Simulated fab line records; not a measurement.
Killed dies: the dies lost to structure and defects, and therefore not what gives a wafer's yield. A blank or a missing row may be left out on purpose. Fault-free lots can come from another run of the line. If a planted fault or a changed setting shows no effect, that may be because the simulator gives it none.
Struck lot and sound lot, side by side | flow sky130 | 16 steps out of a route of 708
Sound: the wafers L448.1, L448.3, L448.4. Struck: wafers L456.4, L456.5, L456.6. The cause is given at the end.
At each step with rows: each side's tool, then ch and its chambers, then its first start. Under that, the readings that differ: sound wafers | struck wafers | difference of the means | sigmas: that difference in standard deviations of wafers without a fault.
alike: readings with means less than 2 such deviations apart, plus words and numbers identical on both sides. not compared: withheld readings, readings lacking a value on some wafer, bounds such as >300 that could conceal the same value, and numbers that have no deviation in the record and whose values overlap.
A row with sigmas, a row that says differs or no value, or rows on one side alone: a step with any of these is where the two part. Non-overlapping numbers with no deviation appear without sigmas and do not part them. Lack of a reading on every wafer of one side parts them only where that side has two or more wafers.

first, 7 steps without rows for these wafers: SKY_METAL4_HMDS_06 (prime time 60 s); SKY_METAL4_COAT_07 (resist thk 60 nm); SKY_METAL4_COAT_08 (resist thk 1140 nm); SKY_METAL4_SOFTBAKE_09 (time 90 s); SKY_METAL4_EXPOSE_10 (exposes mask MM4, target cd 300 nm); SKY_METAL4_PEB_11; SKY_METAL4_DEVELOP_12 (develop time 60 s).
SKY_METAL4_CD_MEAS_13: target cd 300 nm.
  sound on cdSem-02, day 43 02:08; struck on cdSem-02, day 46 18:06
  alike: cdNm
SKY_METAL4_OVL_MEAS_14:
  sound on overlay-02, day 43 02:16; struck on overlay-01, day 46 18:11
  alike: METAL4_OVL
SKY_METAL4_DESCUM_15: chemistry O2, time 8 s.
  sound on rieMetal-03 ch 1, day 43 02:18; struck on rieMetal-03 ch 0,1, day 46 18:13
  alike: drypumpMotorCurrentA, oesProductAu
  not compared: rfHoursCounterH
SKY_METAL4_ETCH_16: etches BARC in N2/H2, stops on SiO2, time 88.2 s, target depth 60 nm.
  sound on rieMetal-03 ch 1, day 43 02:22; struck on rieMetal-03 ch 0,1, day 46 18:16
  alike: drypumpMotorCurrentA, oesProductAu, throttleValvePct
  not compared: rfHoursCounterH
SKY_METAL4_ETCH_17: etches SiO2 in C4F8/O2/Ar, stops on TiN, time 3.9 s, target depth 15 nm.
  sound on rieDiel-02 ch 0,1,3, day 43 02:34; struck on rieDiel-03 ch 0,1,2, day 46 18:20
  alike: oesProductAu
  not compared: rfHoursCounterH
SKY_METAL4_METAL_ETCH_18: etches the open film in Cl2/BCl3, stops on SiO2, target depth 845 nm, time 183.1 s.
  sound on rieMetal-01 ch 0,1, day 43 02:35; struck on rieMetal-04 ch 0,1, day 46 18:25
reading                                      | sound             | struck            | difference | sigmas
oesProductAu (a.u.)                          | 0.875 0.864 0.882 | 0.699 0.703 0.708 | -0.170     | -23
model.etch.depthNm (nm)                      | 873 865.8 875.9   | 569.5 574.7 567.6 | -301.0     | 
model.METAL4.featureDepthNm (nm)             | 873 865.8 875.9   | 569.5 574.7 567.6 | -301.0     | 
model.KrF-thick_of_METAL4_COAT_08.thkNm (nm) | 528.8 532.8 534.9 | 795.3 791.6 796   | +262.1     | 
  alike: drypumpMotorCurrentA, throttleValvePct
  not compared: rfHoursCounterH
SKY_METAL4_STRIP_19: strips in O2/N2.
  sound on plasmaAsher-01 ch 0,1, day 43 02:45; struck on plasmaAsher-03 ch 0,1, day 46 18:34
reading                  | sound             | struck            | difference | sigmas
oesProductAu (a.u.)      | 0.503 0.510 0.515 | 0.618 0.613 0.609 | +0.104     | +19
stripTimeToEndpointS (s) | 6.55 6.60 6.61    | 9.16 9.13 9.18    | +2.57      | +30
  alike: drypumpMotorCurrentA
  not compared: rfHoursCounterH
then, 1 step without rows for these wafers: SKY_METAL4_STRIP_20 (strips in post etch residue remover, time 1200 s).
-- the record jumps here: 3 days lie between the struck wafers' starts before and after (it left off in module METAL4 and takes up again in module PAD_OPEN, whose first step shown is number 708 of the route) --
SKY_PAD_OPEN_PROBE_99:
  rows exist in the record for the struck wafers here (prober-01, day 50 04:37), but not for the sound ones

WHERE THEY PART
Earliest at SKY_METAL4_METAL_ETCH_18; latest, in this record, at SKY_PAD_OPEN_PROBE_99.

WHY: whatever the simulator had introduced
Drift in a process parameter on rieMetal-04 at SKY_METAL4_METAL_ETCH_18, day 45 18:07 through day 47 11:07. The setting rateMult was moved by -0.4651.
